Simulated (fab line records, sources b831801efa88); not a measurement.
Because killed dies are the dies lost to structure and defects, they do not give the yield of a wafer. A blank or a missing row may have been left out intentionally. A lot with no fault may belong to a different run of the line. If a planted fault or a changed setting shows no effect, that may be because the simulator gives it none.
Which of the tools did it? :: flow sky130 :: Sampling: 15 lots, 45 wafers, 4 of 708 route steps

WHAT THE GAUGES READ, wafer by wafer
No reading from a measuring or inspecting step in the record can be judged against a usual standard deviation.

WHAT TOOL EACH LOT RAN ON (gives the tool, then ch and the chambers of the sampled wafers, and finally the start)
lot: L233
SKY_CONTACT_PEB_12: lithoTrack-01 ch 0, day 32 00:00
SKY_VIA1_SPUTTER_20: pvdSputter-04, day 34 10:20
SKY_METAL2_SPUTTER_03: pvdSputter-03, day 34 11:03
SKY_CAPM_CVD_00: pecvd-03 ch 0,1, day 36 20:14

lot: L234
SKY_CONTACT_PEB_12: lithoTrack-01 ch 0, day 32 10:00
SKY_VIA1_SPUTTER_20: pvdSputter-04, day 34 20:11
SKY_METAL2_SPUTTER_03: pvdSputter-02, day 34 20:54
SKY_CAPM_CVD_00: pecvd-01 ch 0,2, day 37 04:38

lot: L236
SKY_CONTACT_PEB_12: lithoTrack-03 ch 0, day 32 19:00
SKY_VIA1_SPUTTER_20: pvdSputter-04, day 35 05:19
SKY_METAL2_SPUTTER_03: pvdSputter-03, day 35 06:01
SKY_CAPM_CVD_00: pecvd-01 ch 0,2, day 37 13:31

lot: L235
SKY_CONTACT_PEB_12: lithoTrack-03 ch 0, day 32 22:00
SKY_VIA1_SPUTTER_20: pvdSputter-04, day 35 09:16
SKY_METAL2_SPUTTER_03: pvdSputter-03, day 35 09:59
SKY_CAPM_CVD_00: pecvd-01 ch 0,1, day 37 18:20

lot: L237
SKY_CONTACT_PEB_12: lithoTrack-03 ch 0, day 33 16:00
SKY_VIA1_SPUTTER_20: pvdSputter-03, day 36 01:37
SKY_METAL2_SPUTTER_03: pvdSputter-04, day 36 02:19
SKY_CAPM_CVD_00: pecvd-01 ch 0,2, day 38 10:06

lot: L238
SKY_CONTACT_PEB_12: lithoTrack-03 ch 0, day 33 18:00
SKY_VIA1_SPUTTER_20: pvdSputter-03, day 36 03:14
SKY_METAL2_SPUTTER_03: pvdSputter-02, day 36 03:57
SKY_CAPM_CVD_00: pecvd-03 ch 0,2, day 38 10:44

lot: L239
SKY_CONTACT_PEB_12: lithoTrack-04 ch 0, day 34 04:00
SKY_VIA1_SPUTTER_20: pvdSputter-01, day 36 14:17
SKY_METAL2_SPUTTER_03: pvdSputter-02, day 36 14:59
SKY_CAPM_CVD_00: pecvd-01 ch 0,1,2, day 38 22:31

lot: L240
SKY_CONTACT_PEB_12: lithoTrack-04 ch 0, day 34 04:00
SKY_VIA1_SPUTTER_20: pvdSputter-03, day 36 14:23
SKY_METAL2_SPUTTER_03: pvdSputter-03, day 36 15:35
SKY_CAPM_CVD_00: pecvd-02 ch 1,2, day 38 23:05

lot: L242
SKY_CONTACT_PEB_12: lithoTrack-01 ch 0, day 35 05:00
SKY_VIA1_SPUTTER_20: pvdSputter-04, day 37 16:21
SKY_METAL2_SPUTTER_03: pvdSputter-02, day 37 17:04
SKY_CAPM_CVD_00: pecvd-03 ch 0,1, day 39 22:52

lot: L243
SKY_CONTACT_PEB_12: lithoTrack-03 ch 0, day 35 07:00
SKY_VIA1_SPUTTER_20: pvdSputter-03, day 37 16:32
SKY_METAL2_SPUTTER_03: pvdSputter-04, day 37 17:22
SKY_CAPM_CVD_00: pecvd-02 ch 1,2, day 40 00:25

lot: L247
SKY_CONTACT_PEB_12: lithoTrack-01, day 36 18:00
SKY_VIA1_SPUTTER_20: -
SKY_METAL2_SPUTTER_03: -
SKY_CAPM_CVD_00: -

lot: L248
SKY_CONTACT_PEB_12: lithoTrack-03, day 37 05:00
SKY_VIA1_SPUTTER_20: -
SKY_METAL2_SPUTTER_03: -
SKY_CAPM_CVD_00: -

lot: L249
SKY_CONTACT_PEB_12: lithoTrack-04, day 37 05:00
SKY_VIA1_SPUTTER_20: -
SKY_METAL2_SPUTTER_03: -
SKY_CAPM_CVD_00: -

lot: L255
SKY_CONTACT_PEB_12: lithoTrack-01 ch 0, day 38 23:00
SKY_VIA1_SPUTTER_20: pvdSputter-04, day 41 05:38
SKY_METAL2_SPUTTER_03: pvdSputter-03, day 41 06:20
SKY_CAPM_CVD_00: pecvd-02 ch 0, day 43 11:07

lot: L254
SKY_CONTACT_PEB_12: lithoTrack-03 ch 0, day 39 02:00
SKY_VIA1_SPUTTER_20: pvdSputter-04, day 41 09:10
SKY_METAL2_SPUTTER_03: pvdSputter-02, day 41 09:58
SKY_CAPM_CVD_00: pecvd-03 ch 0,1,2, day 43 14:04
- SKY_CONTACT_PEB_12
- SKY_VIA1_SPUTTER_20: material TiN, target thk 20 nm, time 80 s.
- SKY_METAL2_SPUTTER_03: material Ti, target thk 5 nm, time 3.3 s.
- SKY_CAPM_CVD_00: deposits SiO2, target thk 15.5 nm.

WHAT THE TOOLS THEMSELVES READ (means of the sampled wafers that have a number; where no wafer has one, the mark that the record gives instead)
SKY_CONTACT_PEB_12. Usual: 45.1 Pa for exhaustPa, sd 0.93.
lot: L233
tool: lithoTrack-01
exhaustPa (Pa): 45.8
flag: 

lot: L234
tool: lithoTrack-01
exhaustPa (Pa): 44.1
flag: 

lot: L236
tool: lithoTrack-03
exhaustPa (Pa): 43.5
flag: 

lot: L235
tool: lithoTrack-03
exhaustPa (Pa): 45.7
flag: 

lot: L237
tool: lithoTrack-03
exhaustPa (Pa): 43.8
flag: 

lot: L238
tool: lithoTrack-03
exhaustPa (Pa): 45.8
flag: 

lot: L239
tool: lithoTrack-04
exhaustPa (Pa): 44.7
flag: 

lot: L240
tool: lithoTrack-04
exhaustPa (Pa): 44.7
flag: 

lot: L242
tool: lithoTrack-01
exhaustPa (Pa): 45.0
flag: 

lot: L243
tool: lithoTrack-03
exhaustPa (Pa): 45.8
flag: 

lot: L247
tool: lithoTrack-01
exhaustPa (Pa): -
flag: OFF

lot: L248
tool: lithoTrack-03
exhaustPa (Pa): -
flag: OFF

lot: L249
tool: lithoTrack-04
exhaustPa (Pa): -
flag: OFF

lot: L255
tool: lithoTrack-01
exhaustPa (Pa): 43.8
flag: 

lot: L254
tool: lithoTrack-03
exhaustPa (Pa): 45.6
flag: 

SKY_VIA1_SPUTTER_20. Usual: 29.7 % for throttleValvePct, sd 1.
lot: L233
tool: pvdSputter-04
throttleValvePct (%): 30.0
flag: 

lot: L234
tool: pvdSputter-04
throttleValvePct (%): 29.0
flag: 

lot: L236
tool: pvdSputter-04
throttleValvePct (%): 29.4
flag: 

lot: L235
tool: pvdSputter-04
throttleValvePct (%): 30.7
flag: 

lot: L237
tool: pvdSputter-03
throttleValvePct (%): 30.2
flag: 

lot: L238
tool: pvdSputter-03
throttleValvePct (%): 29.6
flag: 

lot: L239
tool: pvdSputter-01
throttleValvePct (%): 30.9
flag: 

lot: L240
tool: pvdSputter-03
throttleValvePct (%): 30.1
flag: 

lot: L242
tool: pvdSputter-04
throttleValvePct (%): 29.2
flag: 

lot: L243
tool: pvdSputter-03
throttleValvePct (%): 29.6
flag: 

lot: L255
tool: pvdSputter-04
throttleValvePct (%): 28.7
flag: 

lot: L254
tool: pvdSputter-04
throttleValvePct (%): 29.2
flag: 

SKY_METAL2_SPUTTER_03. Usual: 29.5 % for throttleValvePct, sd 0.99.
lot: L233
tool: pvdSputter-03
throttleValvePct (%): 29.4
flag: 

lot: L234
tool: pvdSputter-02
throttleValvePct (%): 29.4
flag: 

lot: L236
tool: pvdSputter-03
throttleValvePct (%): 29.7
flag: 

lot: L235
tool: pvdSputter-03
throttleValvePct (%): 29.7
flag: 

lot: L237
tool: pvdSputter-04
throttleValvePct (%): 29.4
flag: 

lot: L238
tool: pvdSputter-02
throttleValvePct (%): 30.0
flag: 

lot: L239
tool: pvdSputter-02
throttleValvePct (%): 29.3
flag: 

lot: L240
tool: pvdSputter-03
throttleValvePct (%): 29.6
flag: 

lot: L242
tool: pvdSputter-02
throttleValvePct (%): 29.3
flag: 

lot: L243
tool: pvdSputter-04
throttleValvePct (%): 30.6
flag: 

lot: L255
tool: pvdSputter-03
throttleValvePct (%): 30.0
flag: 

lot: L254
tool: pvdSputter-02
throttleValvePct (%): 30.2
flag: 

SKY_CAPM_CVD_00. Usual: heaterPowerW 759 W, standard deviation 140; rfFwdPowerW 439.9 W, standard deviation 1.6.
lot: L233
tool: pecvd-03
heaterPowerW (W): 742
rfFwdPowerW (W): 438.7
flag: 

lot: L234
tool: pecvd-01
heaterPowerW (W): 775
rfFwdPowerW (W): 440.1
flag: 

lot: L236
tool: pecvd-01
heaterPowerW (W): 728
rfFwdPowerW (W): 441.0
flag: 

lot: L235
tool: pecvd-01
heaterPowerW (W): 720
rfFwdPowerW (W): 438.7
flag: 

lot: L237
tool: pecvd-01
heaterPowerW (W): 701
rfFwdPowerW (W): 441.7
flag: 

lot: L238
tool: pecvd-03
heaterPowerW (W): 862
rfFwdPowerW (W): 440.1
flag: 

lot: L239
tool: pecvd-01
heaterPowerW (W): 711
rfFwdPowerW (W): 439.2
flag: 

lot: L240
tool: pecvd-02
heaterPowerW (W): 609
rfFwdPowerW (W): 439.8
flag: 

lot: L242
tool: pecvd-03
heaterPowerW (W): 713
rfFwdPowerW (W): 440.2
flag: 

lot: L243
tool: pecvd-02
heaterPowerW (W): 700
rfFwdPowerW (W): 440.0
flag: 

lot: L255
tool: pecvd-02
heaterPowerW (W): 843
rfFwdPowerW (W): 437.7
flag: 

lot: L254
tool: pecvd-03
heaterPowerW (W): 861
rfFwdPowerW (W): 440.8
flag: 

THE ANSWER, worked out from the rows above alone
Rule: a lot is off if the mean of its wafers that have a number lies more than 3 standard deviations from the usual mean. A lot without any number at a reading at which 4 lots or more have one is off too. Where the step has rows for the other lots, those lots are counted as sound. First the gauges in route order, then the tools' own readings, where a lot's mean is used as printed above. At the first step where some lot is off, the reading lying furthest off is the one used; lots without a number count as furthest.
Off: L247, L248, L249 (SKY_CONTACT_PEB_12, exhaustPa). Without a number there: L247, L248, L249.
A tool fits if, at that step or a process step before it, it ran every lot that is off, and no sound lot after the first of them. None of those tried fits.

WHAT THE SIMULATOR HAD INSERTED
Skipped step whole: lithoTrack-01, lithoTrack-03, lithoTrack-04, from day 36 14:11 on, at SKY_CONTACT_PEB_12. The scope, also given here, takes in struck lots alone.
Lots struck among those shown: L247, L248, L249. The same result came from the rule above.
